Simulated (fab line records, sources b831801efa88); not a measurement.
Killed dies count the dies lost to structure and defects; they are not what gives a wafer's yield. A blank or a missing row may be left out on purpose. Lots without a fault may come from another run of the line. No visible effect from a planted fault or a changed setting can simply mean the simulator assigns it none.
A sampling plan put to the test    flow gf180mcu    one line in one fab, 61 faults in these records, each fault weighed on the records of the lots it struck
Plan = the line's own looks (route steps where a gauge or an inspection reads the wafer without altering it). Where struck wafers have a number at a look and the file lists that look's usual mean and standard deviation on fault-free wafers, the look can be judged. Caught: a look later than the fault's first step finds the struck wafers' mean 4 or more of those standard deviations (sigma) from the usual mean. On the tool: the fault's steps, tested the same way using the tool's own readings. Also counted as caught: the struck wafers showing another recipe, or a record that is empty for them alone.

== THE FAULTS, as the simulator had put them in ==
1. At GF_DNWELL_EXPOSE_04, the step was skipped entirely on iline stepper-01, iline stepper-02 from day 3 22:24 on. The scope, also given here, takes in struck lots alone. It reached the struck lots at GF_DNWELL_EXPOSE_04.
2. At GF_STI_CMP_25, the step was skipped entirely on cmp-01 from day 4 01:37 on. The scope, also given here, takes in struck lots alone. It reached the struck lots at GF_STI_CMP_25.
3. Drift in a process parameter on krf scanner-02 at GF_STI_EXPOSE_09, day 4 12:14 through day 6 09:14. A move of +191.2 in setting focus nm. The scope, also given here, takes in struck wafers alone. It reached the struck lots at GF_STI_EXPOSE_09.
4. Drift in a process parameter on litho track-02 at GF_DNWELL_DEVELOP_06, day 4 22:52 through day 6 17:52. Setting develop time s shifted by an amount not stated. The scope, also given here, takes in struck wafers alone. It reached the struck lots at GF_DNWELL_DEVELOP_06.
5. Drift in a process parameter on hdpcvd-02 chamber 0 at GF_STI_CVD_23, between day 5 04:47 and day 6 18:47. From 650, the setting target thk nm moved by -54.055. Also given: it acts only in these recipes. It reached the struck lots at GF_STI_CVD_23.
6. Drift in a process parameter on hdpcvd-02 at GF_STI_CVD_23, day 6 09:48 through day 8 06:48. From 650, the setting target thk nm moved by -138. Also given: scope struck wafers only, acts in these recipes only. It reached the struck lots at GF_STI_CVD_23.
7. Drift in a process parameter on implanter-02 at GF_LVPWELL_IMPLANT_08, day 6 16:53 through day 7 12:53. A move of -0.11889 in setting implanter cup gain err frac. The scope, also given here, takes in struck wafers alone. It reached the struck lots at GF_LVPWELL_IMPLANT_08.
8. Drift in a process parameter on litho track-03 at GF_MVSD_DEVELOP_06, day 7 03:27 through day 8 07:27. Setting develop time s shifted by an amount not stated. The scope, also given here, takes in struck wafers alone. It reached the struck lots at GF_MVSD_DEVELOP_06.
9. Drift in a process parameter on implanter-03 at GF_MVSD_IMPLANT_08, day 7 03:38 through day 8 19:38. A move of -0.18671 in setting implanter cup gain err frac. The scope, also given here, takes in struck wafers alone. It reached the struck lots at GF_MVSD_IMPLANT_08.
10. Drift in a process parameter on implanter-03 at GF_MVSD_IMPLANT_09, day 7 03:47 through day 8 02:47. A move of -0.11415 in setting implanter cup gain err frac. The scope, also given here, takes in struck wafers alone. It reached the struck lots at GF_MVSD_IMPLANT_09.
11. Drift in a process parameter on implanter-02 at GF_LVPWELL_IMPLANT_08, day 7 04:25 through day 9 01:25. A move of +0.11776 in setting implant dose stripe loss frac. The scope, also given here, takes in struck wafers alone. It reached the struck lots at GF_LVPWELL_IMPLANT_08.
12. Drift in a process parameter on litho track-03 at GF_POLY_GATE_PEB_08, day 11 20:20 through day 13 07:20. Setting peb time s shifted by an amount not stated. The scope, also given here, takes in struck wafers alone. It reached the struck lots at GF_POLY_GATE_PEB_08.
13. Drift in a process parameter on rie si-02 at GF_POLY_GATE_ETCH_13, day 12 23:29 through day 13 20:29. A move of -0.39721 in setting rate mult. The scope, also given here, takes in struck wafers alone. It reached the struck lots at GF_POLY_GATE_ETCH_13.
14. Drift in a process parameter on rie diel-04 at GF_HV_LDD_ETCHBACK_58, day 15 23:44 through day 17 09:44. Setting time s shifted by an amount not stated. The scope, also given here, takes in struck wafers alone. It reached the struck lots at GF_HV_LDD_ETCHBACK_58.
15. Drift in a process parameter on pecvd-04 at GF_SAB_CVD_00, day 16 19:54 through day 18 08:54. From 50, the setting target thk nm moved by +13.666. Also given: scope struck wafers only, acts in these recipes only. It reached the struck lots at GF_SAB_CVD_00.
16. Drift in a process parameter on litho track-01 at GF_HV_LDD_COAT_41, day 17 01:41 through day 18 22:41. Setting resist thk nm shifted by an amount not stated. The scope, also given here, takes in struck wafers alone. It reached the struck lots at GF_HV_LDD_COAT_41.
17. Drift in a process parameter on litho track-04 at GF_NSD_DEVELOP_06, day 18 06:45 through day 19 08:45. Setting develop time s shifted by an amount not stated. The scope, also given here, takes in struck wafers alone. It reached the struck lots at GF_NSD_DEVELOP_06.
18. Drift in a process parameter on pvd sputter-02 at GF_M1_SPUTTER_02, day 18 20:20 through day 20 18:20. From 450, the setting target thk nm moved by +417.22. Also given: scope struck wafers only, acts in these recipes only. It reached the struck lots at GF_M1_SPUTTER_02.
19. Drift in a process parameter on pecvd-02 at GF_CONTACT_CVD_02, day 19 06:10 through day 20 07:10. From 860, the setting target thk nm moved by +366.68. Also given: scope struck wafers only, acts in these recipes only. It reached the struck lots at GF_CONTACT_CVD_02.
20. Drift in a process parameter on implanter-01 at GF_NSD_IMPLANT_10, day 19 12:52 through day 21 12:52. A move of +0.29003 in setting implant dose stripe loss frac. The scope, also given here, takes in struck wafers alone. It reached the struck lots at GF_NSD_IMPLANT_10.
21. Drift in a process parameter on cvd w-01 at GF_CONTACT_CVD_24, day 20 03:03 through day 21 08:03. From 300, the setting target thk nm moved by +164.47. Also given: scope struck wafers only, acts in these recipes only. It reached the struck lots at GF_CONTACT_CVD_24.
22. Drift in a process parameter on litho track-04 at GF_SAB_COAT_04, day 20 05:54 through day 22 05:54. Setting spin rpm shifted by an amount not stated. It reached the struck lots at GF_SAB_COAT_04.
23. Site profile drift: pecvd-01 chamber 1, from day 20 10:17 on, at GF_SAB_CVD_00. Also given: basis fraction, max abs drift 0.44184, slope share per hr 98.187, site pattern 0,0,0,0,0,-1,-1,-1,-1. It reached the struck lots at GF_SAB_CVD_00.
24. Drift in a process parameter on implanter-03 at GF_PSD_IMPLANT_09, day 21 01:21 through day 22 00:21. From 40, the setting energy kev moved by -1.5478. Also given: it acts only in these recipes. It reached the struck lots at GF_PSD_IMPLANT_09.
25. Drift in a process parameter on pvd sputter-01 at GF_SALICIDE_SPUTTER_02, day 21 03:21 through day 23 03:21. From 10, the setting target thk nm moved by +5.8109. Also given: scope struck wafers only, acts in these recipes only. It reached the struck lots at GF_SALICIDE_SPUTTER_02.
26. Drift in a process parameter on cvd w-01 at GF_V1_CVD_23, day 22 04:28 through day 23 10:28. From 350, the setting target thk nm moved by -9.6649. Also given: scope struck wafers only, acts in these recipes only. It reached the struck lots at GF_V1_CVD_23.
27. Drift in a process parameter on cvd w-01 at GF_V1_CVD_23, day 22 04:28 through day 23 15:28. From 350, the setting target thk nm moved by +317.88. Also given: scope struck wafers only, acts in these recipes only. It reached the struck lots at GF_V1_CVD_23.
28. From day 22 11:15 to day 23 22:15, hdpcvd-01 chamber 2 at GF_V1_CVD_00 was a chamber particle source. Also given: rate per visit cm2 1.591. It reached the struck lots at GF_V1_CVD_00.
29. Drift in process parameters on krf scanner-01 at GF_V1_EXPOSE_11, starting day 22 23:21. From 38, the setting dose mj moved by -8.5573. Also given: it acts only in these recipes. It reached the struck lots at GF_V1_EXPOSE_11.
30. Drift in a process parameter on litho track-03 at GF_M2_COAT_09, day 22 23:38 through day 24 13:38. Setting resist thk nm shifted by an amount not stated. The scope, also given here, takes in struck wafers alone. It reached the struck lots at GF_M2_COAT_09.
31. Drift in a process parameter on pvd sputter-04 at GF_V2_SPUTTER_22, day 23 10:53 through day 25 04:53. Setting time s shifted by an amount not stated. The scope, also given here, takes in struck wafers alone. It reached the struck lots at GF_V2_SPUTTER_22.
32. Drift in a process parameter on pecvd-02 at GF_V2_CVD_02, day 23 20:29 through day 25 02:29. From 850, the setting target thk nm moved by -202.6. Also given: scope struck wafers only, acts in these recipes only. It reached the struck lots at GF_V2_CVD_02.
33. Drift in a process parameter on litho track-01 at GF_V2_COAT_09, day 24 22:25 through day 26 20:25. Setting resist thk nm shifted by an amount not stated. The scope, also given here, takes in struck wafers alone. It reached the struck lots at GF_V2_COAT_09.
34. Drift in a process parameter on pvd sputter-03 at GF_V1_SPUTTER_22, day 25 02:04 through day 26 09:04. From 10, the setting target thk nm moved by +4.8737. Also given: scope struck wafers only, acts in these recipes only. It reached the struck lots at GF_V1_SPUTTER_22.
35. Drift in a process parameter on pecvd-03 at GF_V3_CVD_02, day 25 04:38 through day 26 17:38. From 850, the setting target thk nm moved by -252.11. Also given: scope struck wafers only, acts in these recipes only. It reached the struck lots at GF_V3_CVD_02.
36. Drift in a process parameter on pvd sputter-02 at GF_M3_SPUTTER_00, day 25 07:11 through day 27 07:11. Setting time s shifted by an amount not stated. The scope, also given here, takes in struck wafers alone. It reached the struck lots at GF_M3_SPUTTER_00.
37. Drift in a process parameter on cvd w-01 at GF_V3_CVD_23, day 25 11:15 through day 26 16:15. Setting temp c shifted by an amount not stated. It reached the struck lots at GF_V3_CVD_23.
38. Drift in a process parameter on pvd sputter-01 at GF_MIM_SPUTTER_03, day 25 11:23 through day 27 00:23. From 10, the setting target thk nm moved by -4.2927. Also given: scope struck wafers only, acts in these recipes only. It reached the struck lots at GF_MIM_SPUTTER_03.
39. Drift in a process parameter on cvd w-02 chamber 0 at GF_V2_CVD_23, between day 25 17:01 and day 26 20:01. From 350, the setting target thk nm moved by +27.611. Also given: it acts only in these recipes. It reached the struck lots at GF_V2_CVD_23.
40. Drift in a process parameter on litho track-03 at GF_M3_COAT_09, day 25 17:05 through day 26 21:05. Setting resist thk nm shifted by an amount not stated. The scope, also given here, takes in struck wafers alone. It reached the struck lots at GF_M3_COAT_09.
41. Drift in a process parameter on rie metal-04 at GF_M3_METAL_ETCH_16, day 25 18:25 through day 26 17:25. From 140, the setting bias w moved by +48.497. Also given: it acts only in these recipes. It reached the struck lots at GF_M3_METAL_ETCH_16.
42. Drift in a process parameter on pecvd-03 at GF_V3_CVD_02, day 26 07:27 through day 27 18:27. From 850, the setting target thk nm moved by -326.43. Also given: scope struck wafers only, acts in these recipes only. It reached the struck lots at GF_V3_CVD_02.
43. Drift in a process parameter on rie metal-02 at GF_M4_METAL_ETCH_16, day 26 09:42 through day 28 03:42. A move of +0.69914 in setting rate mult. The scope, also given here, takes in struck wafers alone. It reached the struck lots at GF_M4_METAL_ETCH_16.
44. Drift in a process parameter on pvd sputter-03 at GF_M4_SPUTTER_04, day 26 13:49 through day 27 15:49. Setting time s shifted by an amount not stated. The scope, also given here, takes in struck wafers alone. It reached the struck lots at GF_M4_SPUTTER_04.
45. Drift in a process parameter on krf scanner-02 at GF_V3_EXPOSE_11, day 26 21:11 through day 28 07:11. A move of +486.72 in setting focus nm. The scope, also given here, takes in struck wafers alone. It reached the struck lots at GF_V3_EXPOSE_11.
46. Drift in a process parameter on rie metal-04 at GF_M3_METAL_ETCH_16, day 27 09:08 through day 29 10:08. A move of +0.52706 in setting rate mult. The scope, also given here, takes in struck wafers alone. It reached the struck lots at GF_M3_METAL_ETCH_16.
47. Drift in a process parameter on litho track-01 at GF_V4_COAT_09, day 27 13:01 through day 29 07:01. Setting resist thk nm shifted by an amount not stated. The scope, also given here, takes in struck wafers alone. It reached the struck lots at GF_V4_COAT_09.
48. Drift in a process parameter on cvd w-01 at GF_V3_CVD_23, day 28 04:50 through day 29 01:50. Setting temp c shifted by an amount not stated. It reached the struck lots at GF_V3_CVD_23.
49. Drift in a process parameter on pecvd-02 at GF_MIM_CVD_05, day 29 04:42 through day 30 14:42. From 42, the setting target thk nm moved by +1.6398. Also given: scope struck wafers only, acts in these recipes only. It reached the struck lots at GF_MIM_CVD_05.
50. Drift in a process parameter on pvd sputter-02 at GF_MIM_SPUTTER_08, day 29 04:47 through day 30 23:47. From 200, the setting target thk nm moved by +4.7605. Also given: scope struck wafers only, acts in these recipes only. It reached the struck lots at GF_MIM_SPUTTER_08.
51. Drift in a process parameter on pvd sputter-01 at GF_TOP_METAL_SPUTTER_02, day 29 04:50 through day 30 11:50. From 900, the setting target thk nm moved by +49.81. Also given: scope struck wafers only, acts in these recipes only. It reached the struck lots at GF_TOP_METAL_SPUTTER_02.
52. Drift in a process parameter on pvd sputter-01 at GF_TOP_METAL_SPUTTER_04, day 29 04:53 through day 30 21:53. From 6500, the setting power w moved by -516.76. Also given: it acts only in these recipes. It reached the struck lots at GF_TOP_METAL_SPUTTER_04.
53. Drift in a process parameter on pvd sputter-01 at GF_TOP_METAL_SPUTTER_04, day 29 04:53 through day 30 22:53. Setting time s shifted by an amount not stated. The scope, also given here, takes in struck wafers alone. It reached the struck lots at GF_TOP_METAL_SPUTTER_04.
54. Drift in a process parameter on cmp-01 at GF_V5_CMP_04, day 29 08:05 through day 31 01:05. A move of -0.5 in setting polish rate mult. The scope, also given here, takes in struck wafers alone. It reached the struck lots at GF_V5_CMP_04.
55. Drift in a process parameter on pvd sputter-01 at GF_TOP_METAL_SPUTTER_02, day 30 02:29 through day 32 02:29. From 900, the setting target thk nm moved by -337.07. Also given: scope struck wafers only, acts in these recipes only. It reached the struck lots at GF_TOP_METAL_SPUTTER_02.
56. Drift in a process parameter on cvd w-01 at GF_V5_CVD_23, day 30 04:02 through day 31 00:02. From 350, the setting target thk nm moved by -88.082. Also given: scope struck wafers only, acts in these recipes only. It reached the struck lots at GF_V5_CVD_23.
57. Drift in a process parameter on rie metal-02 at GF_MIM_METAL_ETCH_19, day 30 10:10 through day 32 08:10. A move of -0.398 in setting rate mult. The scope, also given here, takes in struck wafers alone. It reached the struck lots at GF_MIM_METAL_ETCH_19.
58. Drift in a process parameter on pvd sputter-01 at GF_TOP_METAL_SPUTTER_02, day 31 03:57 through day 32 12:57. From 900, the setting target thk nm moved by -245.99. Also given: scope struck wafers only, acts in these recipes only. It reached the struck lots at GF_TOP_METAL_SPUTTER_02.
59. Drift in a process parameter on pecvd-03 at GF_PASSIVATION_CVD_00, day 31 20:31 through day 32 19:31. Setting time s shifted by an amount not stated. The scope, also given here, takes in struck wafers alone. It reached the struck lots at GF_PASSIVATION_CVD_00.
60. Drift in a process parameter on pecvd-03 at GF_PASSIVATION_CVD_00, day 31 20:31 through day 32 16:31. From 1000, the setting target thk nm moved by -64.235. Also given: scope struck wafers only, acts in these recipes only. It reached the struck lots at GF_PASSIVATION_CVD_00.
61. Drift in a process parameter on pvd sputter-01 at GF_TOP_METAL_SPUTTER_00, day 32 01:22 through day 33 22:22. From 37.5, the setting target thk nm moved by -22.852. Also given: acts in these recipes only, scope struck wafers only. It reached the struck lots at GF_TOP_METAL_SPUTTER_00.

== WHAT THE PLAN SAW ==
fault  on the tool itself                                first look that catches it                        reading, sigma                                         median hours from its first step to that look  hours from the fault's start to the first struck lot there  judged looks passed uncaught
1      no reading that can be judged                     GF_DNWELL_TW_MEAS_09                              DNWELL_TW -99 or beyond                                6.9                                            9                                                           0
2      the tool's record is blank for the struck wafers  no look after it can be judged                    -                                                      -                                              -                                                           0
3      no reading that can be judged                     GF_STI_CD_MEAS_12                                 cd nm -11                                              6.9                                            14                                                          0
4      no reading that can be judged                     none of the 2 looks that can be judged after it   -                                                      -                                              -                                                           2
5      no reading that can be judged                     GF_STI_THK_MEAS_24                                STI_CVD_23_THK -8.3                                    0.1                                            3                                                           0
6      no reading that can be judged                     GF_STI_THK_MEAS_24                                STI_CVD_23_THK -25                                     0.1                                            2                                                           0
7      beam on s +7.0 sigma                              GF_LVPWELL_TW_MEAS_11                             LVPWELL_TW +5.0                                        0.4                                            14                                                          0
8      no reading that can be judged                     GF_MVSD_TW_MEAS_11                                MVSD_TW -7.7                                           0.9                                            15                                                          0
9      beam on s +12 sigma                               GF_MVSD_TW_MEAS_11                                MVSD_TW +8.9                                           0.4                                            6                                                           0
10     beam on s +4.9 sigma                              GF_VT_IMPLANT_RS_MEAS_46                          MVSD_RS -6.7                                           85.5                                           90                                                          3
11     under 2 sigma                                     GF_LVPWELL_TW_MEAS_11                             LVPWELL_TW -4.4                                        0.4                                            2                                                           0
12     heater power total W +52 sigma                    none of the 2 looks that can be judged after it   strongest: cd nm at GF_POLY_GATE_CD_MEAS_10, +3.2      -                                              -                                                           2
13     oes product au -48 sigma                          no look after it can be judged                    -                                                      -                                              -                                                           0
14     run length s -46 sigma                            no look after it can be judged                    -                                                      -                                              -                                                           0
15     under 2 sigma                                     GF_SAB_THK_MEAS_01                                SAB_CVD_00_THK +21                                     0.0                                            7                                                           0
16     under 2 sigma                                     none of the 2 looks that can be judged after it   -                                                      -                                              -                                                           2
17     under 2 sigma                                     GF_NSD_CD_MEAS_07                                 cd nm -49                                              0.2                                            0                                                           0
18     under 2 sigma                                     GF_M1_RS_MEAS_05                                  M1_ALCU_RS -46                                         0.1                                            7                                                           0
19     under 2 sigma                                     GF_CONTACT_THK_MEAS_03                            CONTACT_CVD_02_THK +36                                 0.1                                            19                                                          0
20     no reading that can be judged                     no look after it can be judged                    -                                                      -                                              -                                                           0
21     under 2 sigma                                     GF_CONTACT_RS_MEAS_25                             CONTACT_W_RS -39                                       0.1                                            8                                                           0
22     spin speed rpm +99 or beyond sigma                no look after it can be judged                    -                                                      -                                              -                                                           0
23     under 2 sigma                                     GF_SAB_THK_MEAS_01                                SAB_CVD_00_THK -15                                     0.0                                            5                                                           0
24     beam energy keV -99 or beyond sigma               GF_PSD_RS_MEAS_15                                 PSD_RS +5.3                                            0.6                                            11                                                          0
25     under 2 sigma                                     GF_SALICIDE_RS_MEAS_04                            SALICIDE_TIN_RS -23                                    0.1                                            2                                                           0
26     under 2 sigma                                     none of the 2 looks that can be judged after it   strongest: V1_W_RS at GF_V1_RS_MEAS_24, +3.6           -                                              -                                                           2
27     under 2 sigma                                     GF_V1_RS_MEAS_24                                  V1_W_RS -50                                            0.1                                            8                                                           0
28     no reading that can be judged                     no look after it can be judged                    -                                                      -                                              -                                                           0
29     exposure dose mJ cm2 -99 or beyond sigma          GF_V1_CD_MEAS_14                                  cd nm -28                                              11.1                                           14                                                          0
30     no reading that can be judged                     no look after it can be judged                    -                                                      -                                              -                                                           0
31     under 2 sigma                                     no look after it can be judged                    -                                                      -                                              -                                                           0
32     under 2 sigma                                     GF_V2_THK_MEAS_03                                 V2_CVD_02_THK -18                                      0.1                                            7                                                           0
33     under 2 sigma                                     GF_V2_CD_MEAS_14                                  cd nm +7.5                                             11.2                                           14                                                          0
34     under 2 sigma                                     none of the 10 looks that can be judged after it  strongest: V2_OVL at GF_V2_OVL_MEAS_15, +2.2           -                                              -                                                           10
35     under 2 sigma                                     GF_V3_THK_MEAS_03                                 V3_CVD_02_THK -23                                      0.1                                            7                                                           0
36     under 2 sigma                                     no look after it can be judged                    -                                                      -                                              -                                                           0
37     susceptor temp C +53 sigma                        GF_V3_RS_MEAS_24                                  V3_W_RS -19                                            0.1                                            4                                                           0
38     under 2 sigma                                     no look after it can be judged                    -                                                      -                                              -                                                           0
39     under 2 sigma                                     GF_V2_RS_MEAS_24                                  V2_W_RS -6.0                                           0.1                                            9                                                           0
40     no reading that can be judged                     not the one look that can be judged after it      -                                                      -                                              -                                                           1
41     bias w +99 or beyond sigma                        no look after it can be judged                    -                                                      -                                              -                                                           0
42     under 2 sigma                                     GF_V3_THK_MEAS_03                                 V3_CVD_02_THK -29                                      0.1                                            5                                                           0
43     under 2 sigma                                     not the one look that can be judged after it      -                                                      -                                              -                                                           1
44     under 2 sigma                                     none of the 7 looks that can be judged after it   strongest: M4_ALCU_THK at GF_M4_THK_MEAS_06, +3.4      -                                              -                                                           7
45     no reading that can be judged                     GF_V3_CD_MEAS_14                                  cd nm +13                                              9.9                                            13                                                          0
46     under 2 sigma                                     no look after it can be judged                    -                                                      -                                              -                                                           0
47     under 2 sigma                                     not the one look that can be judged after it      -                                                      -                                              -                                                           1
48     susceptor temp C +99 or beyond sigma              GF_V3_RS_MEAS_24                                  V3_W_RS -42                                            0.1                                            6                                                           0
49     under 2 sigma                                     not the one look that can be judged after it      strongest: MIM_CVD_05_THK at GF_MIM_THK_MEAS_06, +3.4  -                                              -                                                           1
50     under 2 sigma                                     not the one look that can be judged after it      strongest: MIM_ALCU_THK at GF_MIM_THK_MEAS_11, +3.0    -                                              -                                                           1
51     under 2 sigma                                     GF_TOP_METAL_RS_MEAS_05                           TOP_METAL_ALCU_RS -4.3                                 0.1                                            3                                                           0
52     cathode dc power W -99 or beyond sigma            none of the 4 looks that can be judged after it   -                                                      -                                              -                                                           4
53     under 2 sigma                                     none of the 4 looks that can be judged after it   -                                                      -                                              -                                                           4
54     under 2 sigma                                     no look after it can be judged                    -                                                      -                                              -                                                           0
55     under 2 sigma                                     GF_TOP_METAL_RS_MEAS_05                           TOP_METAL_ALCU_RS +61                                  0.1                                            5                                                           0
56     under 2 sigma                                     GF_V5_RS_MEAS_24                                  V5_W_RS +42                                            0.1                                            15                                                          0
57     oes product au -34 sigma                          no look after it can be judged                    -                                                      -                                              -                                                           0
58     under 2 sigma                                     GF_TOP_METAL_RS_MEAS_05                           TOP_METAL_ALCU_RS +38                                  0.1                                            26                                                          0
59     run length s -99 or beyond sigma                  GF_PASSIVATION_THK_MEAS_01                        PASSIVATION_CVD_00_THK -36                             0.1                                            6                                                           0
60     under 2 sigma                                     GF_PASSIVATION_THK_MEAS_01                        PASSIVATION_CVD_00_THK -4.6                            0.1                                            6                                                           0
61     under 2 sigma                                     no look after it can be judged                    -                                                      -                                              -                                                           0
Dash: fault not caught, or number not given in these records.

Caught at a look: 33 of 61. Caught on the tool: 16 of 61. By one or the other: 41 of 61.
Faults 2, 12, 13, 14, 22, 41, 52, 57 were caught on the tool alone.
Caught at a look alone: faults 1, 3, 5, 6, 8, 11, 15, 17, 18, 19, 21, 23, 25, 27, 32, 33, 35, 39, 42, 45, 51, 55, 56, 58, 60.
Caught by neither: faults 4, 16, 20, 26, 28, 30, 31, 34, 36, 38, 40, 43, 44, 46, 47, 49, 50, 53, 54, 61.

== THINNER SAMPLING ==
In the worst case, this is how late the first struck lot would be measured if the look that catches a fault measured only every second or every third lot, by lot number:
fault  struck lots at that look, in order of time  every lot  every second lot  every third lot
1      L143, L144                                  9 h        18 h              may miss all 2
3      L840, L842                                  14 h       may miss all 2    may miss all 2
5      L455, L456                                  3 h        7 h               may miss all 2
6      L540, L541, L542                            2 h        6 h               11 h
7      L383                                        14 h       may miss it       may miss it
8      L258                                        15 h       may miss it       may miss it
9      L554, L556, L557                            6 h        19 h              may miss all 3
10     L810, L813                                  90 h       105 h             may miss all 2
11     L476                                        2 h        may miss it       may miss it
15     L471, L473                                  7 h        may miss all 2    may miss all 2
17     L369                                        0 h        may miss it       may miss it
18     L359, L360, L361                            7 h        17 h              23 h
19     L756, L757                                  19 h       24 h              may miss all 2
21     L476, L477, L478                            8 h        23 h              29 h
23     L582, L584                                  5 h        may miss all 2    may miss all 2
24     L460, L461                                  11 h       18 h              may miss all 2
25     L688, L691, L694                            2 h        25 h              may miss all 3
27     L812, L813, L814                            8 h        23 h              28 h
29     L422, L423                                  14 h       27 h              may miss all 2
32     L412, L413                                  7 h        12 h              may miss all 2
33     L670, L673, L676                            14 h       40 h              may miss all 3
35     L923, L927                                  7 h        may miss all 2    may miss all 2
37     L448, L449, L450                            4 h        9 h               24 h
39     L659, L660                                  9 h        13 h              may miss all 2
42     L860, L861                                  5 h        18 h              may miss all 2
45     L716, L719                                  13 h       37 h              may miss all 2
48     L922, L924                                  6 h        may miss all 2    may miss all 2
51     L740, L741, L743                            3 h        17 h              may miss all 3
55     L587, L593, L591                            5 h        may miss all 3    may miss all 3
56     L343                                        15 h       may miss it       may miss it
58     L282                                        26 h       may miss it       may miss it
59     L717, L720, L721                            6 h        13 h              may miss all 3
60     L173, L176                                  6 h        13 h              may miss all 2
Hours count from the start of the fault until the first struck lot that is measured. The test against the limit of 4 sigma pooled every struck wafer, which means one lot taken alone may stay below that limit. Other struck lots may not be in these records.

== THE LONGEST TIMED WAY FROM STEP TO LOOK ==
For fault 10, GF_MVSD_IMPLANT_09 and GF_VT_IMPLANT_RS_MEAS_46 are separated by a median of 85.5 hours. The looks between them that can be judged stayed within 4 sigma: GF_MVPSD_OVL_MEAS_07, GF_VT_IMPLANT_TW_MEAS_10, GF_VT_IMPLANT_TW_MEAS_21.
